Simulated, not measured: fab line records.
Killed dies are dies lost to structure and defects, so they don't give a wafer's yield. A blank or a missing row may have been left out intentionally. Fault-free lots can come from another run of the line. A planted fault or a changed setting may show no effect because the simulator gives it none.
Split-lot experiment || flow sfq line || 23 wafers read across 5 lots, on a route 325 steps long

== ON THE SPLIT ==
At SFQ_TRILAYER_R5_LITHO_COAT_141 (resist thk 62 nm), the setting spin rpm was moved away from the recipe's 3000 rpm on 8 of the 23 wafers read, by -4.0% to +6.4%. The other wafers ran this setting at the recipe's value.

The reading comes from the split's own step.

== THE READING ==
BARC_of_TRILAYER_R5_LITHO_COAT_141.thk nm (the simulator's own value, which no gauge read), in nm, at SFQ_TRILAYER_R5_LITHO_COAT_141 (resist thk 62 nm). There is no usual value for it anywhere in the file. Average 62.18 nm, standard deviation 0.21 nm, over the 15 wafers here run with the recipe.

{"wafer": "L074.1", "tool, chamber at the split": "litho track-04, 0", "spin rpm as run, rpm": 3000, "against the recipe": "recipe", "BARC_of_TRILAYER_R5_LITHO_COAT_141.thk nm, nm": 62.03, "against lot-mates on the recipe": "-"}
{"wafer": "L074.2", "tool, chamber at the split": "litho track-04, 0", "spin rpm as run, rpm": 3000, "against the recipe": "recipe", "BARC_of_TRILAYER_R5_LITHO_COAT_141.thk nm, nm": 62.08, "against lot-mates on the recipe": "-"}
{"wafer": "L074.5", "tool, chamber at the split": "litho track-04, 0", "spin rpm as run, rpm": 3000, "against the recipe": "recipe", "BARC_of_TRILAYER_R5_LITHO_COAT_141.thk nm, nm": 62.19, "against lot-mates on the recipe": "-"}
{"wafer": "L075.2", "tool, chamber at the split": "litho track-01, 0", "spin rpm as run, rpm": 3192, "against the recipe": "+6.4%", "BARC_of_TRILAYER_R5_LITHO_COAT_141.thk nm, nm": 60.2, "against lot-mates on the recipe": -1.91}
{"wafer": "L075.3", "tool, chamber at the split": "litho track-01, 0", "spin rpm as run, rpm": 3000, "against the recipe": "recipe", "BARC_of_TRILAYER_R5_LITHO_COAT_141.thk nm, nm": 62.18, "against lot-mates on the recipe": "-"}
{"wafer": "L075.4", "tool, chamber at the split": "litho track-01, 0", "spin rpm as run, rpm": 3000, "against the recipe": "recipe", "BARC_of_TRILAYER_R5_LITHO_COAT_141.thk nm, nm": 62.04, "against lot-mates on the recipe": "-"}
{"wafer": "L075.5", "tool, chamber at the split": "litho track-01, 0", "spin rpm as run, rpm": 3192, "against the recipe": "+6.4%", "BARC_of_TRILAYER_R5_LITHO_COAT_141.thk nm, nm": 60.26, "against lot-mates on the recipe": -1.85}
{"wafer": "L075.6", "tool, chamber at the split": "litho track-01, 0", "spin rpm as run, rpm": 3192, "against the recipe": "+6.4%", "BARC_of_TRILAYER_R5_LITHO_COAT_141.thk nm, nm": 59.99, "against lot-mates on the recipe": -2.12}
{"wafer": "L076.1", "tool, chamber at the split": "litho track-02, 0", "spin rpm as run, rpm": 3000, "against the recipe": "recipe", "BARC_of_TRILAYER_R5_LITHO_COAT_141.thk nm, nm": 61.96, "against lot-mates on the recipe": "-"}
{"wafer": "L076.2", "tool, chamber at the split": "litho track-02, 0", "spin rpm as run, rpm": 2901, "against the recipe": "-3.3%", "BARC_of_TRILAYER_R5_LITHO_COAT_141.thk nm, nm": 63.3, "against lot-mates on the recipe": "+1.25"}
{"wafer": "L076.3", "tool, chamber at the split": "litho track-02, 0", "spin rpm as run, rpm": 2901, "against the recipe": "-3.3%", "BARC_of_TRILAYER_R5_LITHO_COAT_141.thk nm, nm": 63.25, "against lot-mates on the recipe": "+1.20"}
{"wafer": "L076.4", "tool, chamber at the split": "litho track-02, 0", "spin rpm as run, rpm": 3000, "against the recipe": "recipe", "BARC_of_TRILAYER_R5_LITHO_COAT_141.thk nm, nm": 62.13, "against lot-mates on the recipe": "-"}
{"wafer": "L076.6", "tool, chamber at the split": "litho track-02, 0", "spin rpm as run, rpm": 2901, "against the recipe": "-3.3%", "BARC_of_TRILAYER_R5_LITHO_COAT_141.thk nm, nm": 63, "against lot-mates on the recipe": "+0.95"}
{"wafer": "L083.1", "tool, chamber at the split": "litho track-01, 0", "spin rpm as run, rpm": 3000, "against the recipe": "recipe", "BARC_of_TRILAYER_R5_LITHO_COAT_141.thk nm, nm": 62.07, "against lot-mates on the recipe": "-"}
{"wafer": "L083.2", "tool, chamber at the split": "litho track-01, 0", "spin rpm as run, rpm": 3000, "against the recipe": "recipe", "BARC_of_TRILAYER_R5_LITHO_COAT_141.thk nm, nm": 61.79, "against lot-mates on the recipe": "-"}
{"wafer": "L083.4", "tool, chamber at the split": "litho track-01, 0", "spin rpm as run, rpm": 2881, "against the recipe": "-4.0%", "BARC_of_TRILAYER_R5_LITHO_COAT_141.thk nm, nm": 63.34, "against lot-mates on the recipe": "+1.36"}
{"wafer": "L083.5", "tool, chamber at the split": "litho track-01, 0", "spin rpm as run, rpm": 2881, "against the recipe": "-4.0%", "BARC_of_TRILAYER_R5_LITHO_COAT_141.thk nm, nm": 63.28, "against lot-mates on the recipe": "+1.30"}
{"wafer": "L083.6", "tool, chamber at the split": "litho track-01, 0", "spin rpm as run, rpm": 3000, "against the recipe": "recipe", "BARC_of_TRILAYER_R5_LITHO_COAT_141.thk nm, nm": 62.09, "against lot-mates on the recipe": "-"}
{"wafer": "L084.1", "tool, chamber at the split": "litho track-01, 0", "spin rpm as run, rpm": 3000, "against the recipe": "recipe", "BARC_of_TRILAYER_R5_LITHO_COAT_141.thk nm, nm": 62.29, "against lot-mates on the recipe": "-"}
{"wafer": "L084.2", "tool, chamber at the split": "litho track-01, 0", "spin rpm as run, rpm": 3000, "against the recipe": "recipe", "BARC_of_TRILAYER_R5_LITHO_COAT_141.thk nm, nm": 62.57, "against lot-mates on the recipe": "-"}
{"wafer": "L084.3", "tool, chamber at the split": "litho track-01, 0", "spin rpm as run, rpm": 3000, "against the recipe": "recipe", "BARC_of_TRILAYER_R5_LITHO_COAT_141.thk nm, nm": 62.37, "against lot-mates on the recipe": "-"}
{"wafer": "L084.4", "tool, chamber at the split": "litho track-01, 0", "spin rpm as run, rpm": 3000, "against the recipe": "recipe", "BARC_of_TRILAYER_R5_LITHO_COAT_141.thk nm, nm": 62.6, "against lot-mates on the recipe": "-"}
{"wafer": "L084.5", "tool, chamber at the split": "litho track-01, 0", "spin rpm as run, rpm": 3000, "against the recipe": "recipe", "BARC_of_TRILAYER_R5_LITHO_COAT_141.thk nm, nm": 62.38, "against lot-mates on the recipe": "-"}

THE FIT
A straight line over all 23 wafers: BARC_of_TRILAYER_R5_LITHO_COAT_141.thk nm changes by -0.309 nm for each +1% of spin rpm; r = -0.98; the points scatter about the line by 0.2 nm.
The same after taking each lot's own level away (the mean of its wafers on the recipe; 23 wafers): -0.318 nm for each +1%; r = -0.99; scatter 0.12 nm.
The reading moves by 2 nm for the largest change in spin rpm, on that fit.
The span of the lots' own levels, 61.983 to 62.442 nm, comes to 2.1 times the standard deviation stated above.
Consequently the slope shifts little with the lot-to-lot level, the two slopes agreeing.
Check: with one of the wafers moved furthest among these (+6.4%) left out of the fit, the line predicts -2.04 nm for it against its lot-mates. It came out at -1.91 nm against them.

== THE OTHER SPLITS THESE WAFERS WENT THROUGH ==
Before the reading, these wafers also passed through other splits. Each is held against what the fit with the lots' levels taken away leaves over:
{"other split on the same wafers": "SFQ_TRILAYER_M4_LITHO_COAT_093 spin rpm", "wafers away from the commonest value": 12, "r with BARC_of_TRILAYER_R5_LITHO_COAT_141.thk nm (lot level and that fit taken away)": -0.12}
{"other split on the same wafers": "SFQ_TRILAYER_I4_VIA_LITHO_COAT_108 resist thk nm", "wafers away from the commonest value": 11, "r with BARC_of_TRILAYER_R5_LITHO_COAT_141.thk nm (lot level and that fit taken away)": "+0.05"}
{"other split on the same wafers": "SFQ_TRILAYER_I4_VIA_LITHO_PEB_106 peb temp c", "wafers away from the commonest value": 8, "r with BARC_of_TRILAYER_R5_LITHO_COAT_141.thk nm (lot level and that fit taken away)": "+0.13"}
{"other split on the same wafers": "SFQ_TRILAYER_JJ_TRILAYER_DEP_SPUTTER_110 power w", "wafers away from the commonest value": 9, "r with BARC_of_TRILAYER_R5_LITHO_COAT_141.thk nm (lot level and that fit taken away)": -0.05}
{"other split on the same wafers": "SFQ_TRILAYER_JJ_CE_LITHO_COAT_119 resist thk nm", "wafers away from the commonest value": 10, "r with BARC_of_TRILAYER_R5_LITHO_COAT_141.thk nm (lot level and that fit taken away)": "+0.12"}

== THE FILE'S OWN FIT ==
BARC_of_TRILAYER_R5_LITHO_COAT_141.thk nm changes by -0.319 nm for each +1% of spin rpm, r = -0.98.
